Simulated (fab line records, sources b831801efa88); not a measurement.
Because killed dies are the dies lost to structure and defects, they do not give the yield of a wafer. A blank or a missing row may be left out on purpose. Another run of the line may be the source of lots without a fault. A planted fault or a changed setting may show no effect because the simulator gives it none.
fab line records -- flow gf180mcu
record: lots: 6, wafers: 18, lastDay: 33
route steps=602 shown CONTACT@288
lots that met no fault: from a run of the same line without faults
startH: start of the lot's first displayed wafer, in hours after the record's first day -- waitH: how many hours have passed since the lot's step before this one -- " repeats the value in the row above -- L1.1+2: a row that stands for several wafers -- - no value, or no start was given -- * or withheld: withheld -- < > ~ a bound
route shown NAME@n: a module of which the file shows steps, and the number in the route of the first -- usual: mean/standard deviation of fault-free wafers -- same: alike in all rows -- chamber/n: place in a boat -- sites: the reading at each site -- _std_site: the values' standard deviation -- _edge_site: inner sites' mean taken away from outer sites' mean -- radiusMm: how far each site lies from the wafer's centre -- mask NAME#n: copy n -- behind: the last tool/chamber to shape the wafer -- hold: why the lot was held/for how many hours/how that ended -- device: the n, p or np transistor that did not switch -- end of line: tests of these same wafers at the route's end -- step lacking rows: just its recipe -- killed: count of dies lost to structure and defects at first sort (not the wafer's yield) -- map: shows each die of a wafer: x if killed, . if not, _ if none is there
set.NAME: the setting as run; set.NAME@STEP: as run at that earlier step -- model.NAME: the simulator's own value behind a step, which no gauge read
lots seen at some steps along the route; tables by step, rows by wafer
services: the hour from which a tool's chamber was out of use, counted from the record's first day as startH (under 0 if before that day), plus the number of hours and why
== steps ==
step: GF_CONTACT_THK_MEAS_01
recipe: reads: SiO2_of_CONTACT_CVD_00
usual: CONTACT_CVD_00_THK: 313/3.1
lot.wafer,tool,chamber,startH,waitH,CONTACT_CVD_00_THK[nm]
L566.1,filmMetro-02,-,413.28,0.0,302
L566.2,filmMetro-02,-,413.28,0.0,311
L566.4,filmMetro-02,-,413.28,0.0,309
L567.1,filmMetro-04,-,420.89,0.0,312
L567.4,filmMetro-04,-,420.89,0.0,309
L567.5,filmMetro-04,-,420.89,0.0,311
L568.2,filmMetro-03,-,432.11,0.0,310
L568.5,filmMetro-03,-,432.11,0.0,311
L568.6,filmMetro-03,-,432.11,0.0,311
L574.1,filmMetro-04,-,481.28,0.0,316
L574.2,filmMetro-04,-,481.28,0.0,315
L574.6,filmMetro-04,-,481.28,0.0,314
L575.1,filmMetro-03,-,492.10,0.0,318
L575.4,filmMetro-03,-,492.10,0.0,316
L575.6,filmMetro-03,-,492.10,0.0,315
L576.4,filmMetro-04,-,492.37,0.0,313
L576.5,filmMetro-04,-,492.37,0.0,311
L576.6,filmMetro-04,-,492.37,0.0,310
step: GF_CONTACT_CVD_02
recipe: material: SiO2, targetThkNm: 860, precursor: TEOS, tempC: 400, timeS: 95.992, rfW: 600
usual: heaterPowerW: 689/70
lot.wafer,tool,chamber,startH,waitH,heaterPowerW
L566.1,pecvd-04,0,413.34,0.1,764
L566.2,pecvd-04,1,413.34,0.1,566
L566.4,pecvd-04,1,413.34,0.1,598
L567.1,pecvd-02,0,420.95,0.1,701
L567.4,pecvd-02,1,420.95,0.1,761
L567.5,pecvd-02,2,420.95,0.1,642
L568.2,pecvd-02,2,432.16,0.0,714
L568.5,pecvd-02,0,432.16,0.0,737
L568.6,pecvd-02,2,432.16,0.0,771
L574.1,pecvd-02,0,481.34,0.1,637
L574.2,pecvd-02,2,481.34,0.1,705
L574.6,pecvd-02,2,481.34,0.1,765
L575.1,pecvd-03,1,492.16,0.1,719
L575.4,pecvd-03,0,492.16,0.1,547
L575.6,pecvd-03,2,492.16,0.1,628
L576.4,pecvd-02,1,492.44,0.1,617
L576.5,pecvd-02,0,492.44,0.1,693
L576.6,pecvd-02,2,492.44,0.1,787
step: GF_CONTACT_THK_MEAS_03
recipe: reads: SiO2_of_CONTACT_CVD_02
usual: CONTACT_CVD_02_THK: 861/13
lot.wafer,tool,chamber,startH,waitH,CONTACT_CVD_02_THK[nm]
L566.1,filmMetro-03,-,413.41,0.0,852
L566.2,filmMetro-03,-,413.41,0.0,857
L566.4,filmMetro-03,-,413.41,0.0,874
L567.1,filmMetro-02,-,421.02,0.0,845
L567.4,filmMetro-02,-,421.02,0.0,887
L567.5,filmMetro-02,-,421.02,0.0,872
L568.2,filmMetro-04,-,432.24,0.0,850
L568.5,filmMetro-04,-,432.24,0.0,855
L568.6,filmMetro-04,-,432.24,0.0,850
L574.1,filmMetro-03,-,481.41,0.0,847
L574.2,filmMetro-03,-,481.41,0.0,862
L574.6,filmMetro-03,-,481.41,0.0,860
L575.1,filmMetro-02,-,492.23,0.0,852
L575.4,filmMetro-02,-,492.23,0.0,884
L575.6,filmMetro-02,-,492.23,0.0,881
L576.4,filmMetro-03,-,492.50,0.0,870
L576.5,filmMetro-03,-,492.50,0.0,861
L576.6,filmMetro-03,-,492.50,0.0,863
step: GF_CONTACT_CMP_04
recipe: material: SiO2, downForcePsi: 4, platenRpm: 60, padVelocityMS: 0.94248
usual: edgeZonePressureFrac: 1.001/0.0046, headPressurePsi: 4.000/0.0085, motorCurrentA: 12.7/1.3, timeToEndpointS: 114/6.4
lot.wafer,tool,chamber,startH,waitH,edgeZonePressureFrac,headPressurePsi,motorCurrentA,timeToEndpointS
L566.1,cmp-02,3,413.47,0.1,1.008,3.992,11.8,111
L566.2,cmp-02,0,413.47,0.1,0.994,4.004,12.7,111
L566.4,cmp-02,2,413.47,0.1,1.004,3.995,15.8,116
L567.1,cmp-02,0,421.08,0.1,1.009,3.991,12.8,103
L567.4,cmp-02,1,421.08,0.1,1.002,4.012,12.8,124
L567.5,cmp-02,0,421.08,0.1,1.000,3.991,12.3,116
L568.2,cmp-01,0,432.39,0.1,1.001,3.998,12.9,111
L568.5,cmp-01,2,432.39,0.1,0.991,4.004,10.7,112
L568.6,cmp-01,3,432.39,0.1,1.002,4.018,12.0,113
L574.1,cmp-02,3,481.57,0.1,0.996,4.005,12.8,107
L574.2,cmp-02,0,481.57,0.1,0.996,4.011,12.5,110
L574.6,cmp-02,1,481.57,0.1,1.005,4.005,12.3,113
L575.1,cmp-01,1,492.39,0.1,0.994,3.999,12.5,109
L575.4,cmp-01,2,492.39,0.1,0.997,3.996,10.5,120
L575.6,cmp-01,3,492.39,0.1,0.994,3.993,11.8,126
L576.4,cmp-01,2,492.89,0.4,0.997,4.005,11.3,118
L576.6,cmp-01,2,492.89,0.4,1.000,4.011,10.6,113
L576.5,cmp-01,3,492.89,0.4,1.005,3.996,12.1,117
step: GF_CONTACT_BOW_MEAS_05
recipe: mode: bow
usual: CONTACT_BOW: 65/6.2
lot.wafer,tool,chamber,startH,waitH,CONTACT_BOW[um]
L566.1,filmMetro-02,-,413.77,0.2,64
L566.2,filmMetro-02,-,413.77,0.2,66
L566.4,filmMetro-02,-,413.77,0.2,72
L567.1,filmMetro-04,-,421.38,0.2,67
L567.4,filmMetro-04,-,421.38,0.2,61
L567.5,filmMetro-04,-,421.38,0.2,63
L568.2,filmMetro-03,-,432.61,0.2,69
L568.5,filmMetro-03,-,432.61,0.2,60
L568.6,filmMetro-03,-,432.61,0.2,68
L574.1,filmMetro-02,-,481.77,0.1,64
L574.2,filmMetro-02,-,481.77,0.1,69
L574.6,filmMetro-02,-,481.77,0.1,66
L575.1,filmMetro-02,-,492.59,0.1,82
L575.4,filmMetro-02,-,492.59,0.1,64
L575.6,filmMetro-02,-,492.59,0.1,53
L576.4,filmMetro-03,-,493.25,0.3,66
L576.5,filmMetro-03,-,493.25,0.3,59
L576.6,filmMetro-03,-,493.25,0.3,62
step: GF_CONTACT_DEHYDRATE_06
recipe: tempC: 200, timeS: 60
step: GF_CONTACT_HMDS_07
recipe: primeTimeS: 60, primeTempC: 120
step: GF_CONTACT_COAT_08
recipe: resist: BARC, tempC: withheld, timeS: withheld, spinRpm: withheld, resistThkNm: withheld
step: GF_CONTACT_COAT_09
recipe: resist: KrF, spinRpm: withheld, resistThkNm: 1000
step: GF_CONTACT_SOFTBAKE_10
recipe: tempC: 130, timeS: 60, resist: KrF
step: GF_CONTACT_EXPOSE_11
recipe: maskId: Contact, targetCdNm: 220, na: 0.68, sourceShape: conventional, sigmaOuter: 0.6, doseMj: 38
step: GF_CONTACT_PEB_12
recipe: pebTempC: 135, pebTimeS: 94.08, resist: KrF
usual: plateSensorTCentreC: 136.13/0.009, plateSensorTEdgeC: 136.29/0.01
lot.wafer,tool,chamber,startH,waitH,plateSensorTCentreC,plateSensorTEdgeC
L566.1,lithoTrack-04,0,-,-,136.13,136.29
L566.2,lithoTrack-04,0,-,-,136.13,136.27
L566.4,lithoTrack-04,0,-,-,136.14,136.3
L567.1,lithoTrack-04,0,-,-,136.13,136.3
L567.4,lithoTrack-04,0,-,-,136.13,136.3
L567.5,lithoTrack-04,0,-,-,136.13,136.3
L568.2,lithoTrack-03,0,-,-,136.14,136.3
L568.5,lithoTrack-03,0,-,-,136.16,136.3
L568.6,lithoTrack-03,0,-,-,136.13,136.3
L574.1,lithoTrack-03,0,-,-,136.12,136.31
L574.2,lithoTrack-03,0,-,-,136.13,136.29
L574.6,lithoTrack-03,0,-,-,136.1,136.29
L575.1,lithoTrack-01,0,-,-,136.13,136.3
L575.4,lithoTrack-01,0,-,-,136.12,136.28
L575.6,lithoTrack-01,0,-,-,136.15,136.29
L576.4,lithoTrack-04,0,-,-,136.13,136.29
L576.5,lithoTrack-04,0,-,-,136.13,136.3
L576.6,lithoTrack-04,0,-,-,136.13,136.31
step: GF_CONTACT_DEVELOP_13
recipe: developTimeS: 60, resist: KrF, devTempC: 21
usual: chillPlateTempC: 23.02/0.12, developTimeS: 60/0
lot.wafer,tool,chamber,startH,waitH,chillPlateTempC,developTimeS,model.KrF_of_CONTACT_COAT_09.thkNm
L566.1,lithoTrack-04,0,436.55,0.2,23.04,60,986.5
L566.2,lithoTrack-04,0,436.55,0.2,23.15,60,986
L566.4,lithoTrack-04,0,436.55,0.2,23.02,60,986.3
L567.1,lithoTrack-04,-,445.95,0.2,-,-,998.4
L567.4,lithoTrack-04,-,445.95,0.2,-,-,999
L567.5,lithoTrack-04,-,445.95,0.2,-,-,998.7
L568.2,lithoTrack-03,-,456.96,0.2,-,-,997.8
L568.5,lithoTrack-03,-,456.96,0.2,-,-,995.7
L568.6,lithoTrack-03,-,456.96,0.2,-,-,995.3
L574.1,lithoTrack-03,0,506.24,0.2,23.01,60,986.6
L574.2,lithoTrack-03,0,506.24,0.2,22.98,60,987.7
L574.6,lithoTrack-03,0,506.24,0.2,22.93,60,987.6
L575.1,lithoTrack-01,0,516.02,0.2,23.05,60,984.8
L575.4,lithoTrack-01,0,516.02,0.2,23.05,60,987.3
L575.6,lithoTrack-01,0,516.02,0.2,22.93,60,982.8
L576.4,lithoTrack-04,0,516.48,0.1,22.83,60,984.9
L576.5,lithoTrack-04,0,516.48,0.1,22.69,60,987
L576.6,lithoTrack-04,0,516.48,0.1,22.95,60,984.7
step: GF_CONTACT_CD_MEAS_14
recipe: targetCdNm: 220
usual: cdNm: 220.2/1.4
lot.wafer,tool,chamber,startH,waitH,cdNm
L566.1,cdSem-01,-,436.70,0.1,218.7
L566.2,cdSem-01,-,436.70,0.1,218.7
L566.4,cdSem-01,-,436.70,0.1,220.4
L567.1,cdSem-02,-,446.10,0.1,-
L567.4,cdSem-02,-,446.10,0.1,-
L567.5,cdSem-02,-,446.10,0.1,-
L568.2,cdSem-02,-,457.11,0.1,-
L568.5,cdSem-02,-,457.11,0.1,-
L568.6,cdSem-02,-,457.11,0.1,-
L574.1,cdSem-02,-,506.39,0.1,220.9
L574.2,cdSem-02,-,506.39,0.1,220.5
L574.6,cdSem-02,-,506.39,0.1,221.1
L575.1,cdSem-01,-,516.17,0.1,220.8
L575.4,cdSem-01,-,516.17,0.1,220.5
L575.6,cdSem-01,-,516.17,0.1,220.1
L576.4,cdSem-01,-,516.61,0.1,221.6
L576.5,cdSem-01,-,516.61,0.1,222.8
L576.6,cdSem-01,-,516.61,0.1,221.0
== services ==
tool,chamber,startH,hours,kind
pecvd-03,-,392.99,1.1,repair
cmp-01,-,397.95,1.9,repair
cmp-02,-,404.58,4.0,pm
cmp-02,-,408.58,-,consumableReplace:conditioner
cmp-02,-,408.58,-,consumableReplace:pad
cmp-02,-,408.60,2.0,repair
cmp-01,-,420.77,2.0,repair
cmp-02,-,439.97,3.6,repair
lithoTrack-01,-,441.52,-,consumableReplace:filter
cmp-02,-,464.70,1.6,repair
cmp-01,-,478.25,12.6,pm
cmp-02,-,490.84,6.0,pm
pecvd-03,2,499.57,49.0,repair
== key ==
firstSign: step: GF_CONTACT_DEVELOP_13, reading: toolRecord, direction: missing
effect none on later readings
modelEffect: step: GF_CONTACT_DEVELOP_13, value: KrF_of_CONTACT_COAT_09.thkNm, without: 982.5, struck: 997.5
metAt GF_CONTACT_DEVELOP_13
struckWafers L567.1,L567.4,L567.5,L568.2,L568.5,L568.6
laterRowsLeftOut L567.1,L567.4,L567.5,L568.2,L568.5,L568.6
sortLeftOut L567.1,L567.4,L567.5,L568.2,L568.5,L568.6
testerLeftOut L567,L568
onsetBetween 436.55 445.95
fault: kind: skippedStepWhole, tool: lithoTrack-03,lithoTrack-04, chamber: -, onsetH: 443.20, steps: GF_CONTACT_DEVELOP_13, scope: struckLotsOnly
testerLeftOut: of these lots the tester's yield and bins aren't shown, on N5 and GAA mostly nor the transistor test; their killed dies are dies lost to structure and defects alone, not to doping, threshold or leakage, so they don't give the yield
sortLeftOut: the simulated sort isn't trusted on such a fault, so these wafers' sort isn't shown, and their yield isn't known
laterRowsLeftOut: the simulator's readings of these wafers behind a module that went badly wrong aren't trusted and aren't shown, but for the sort
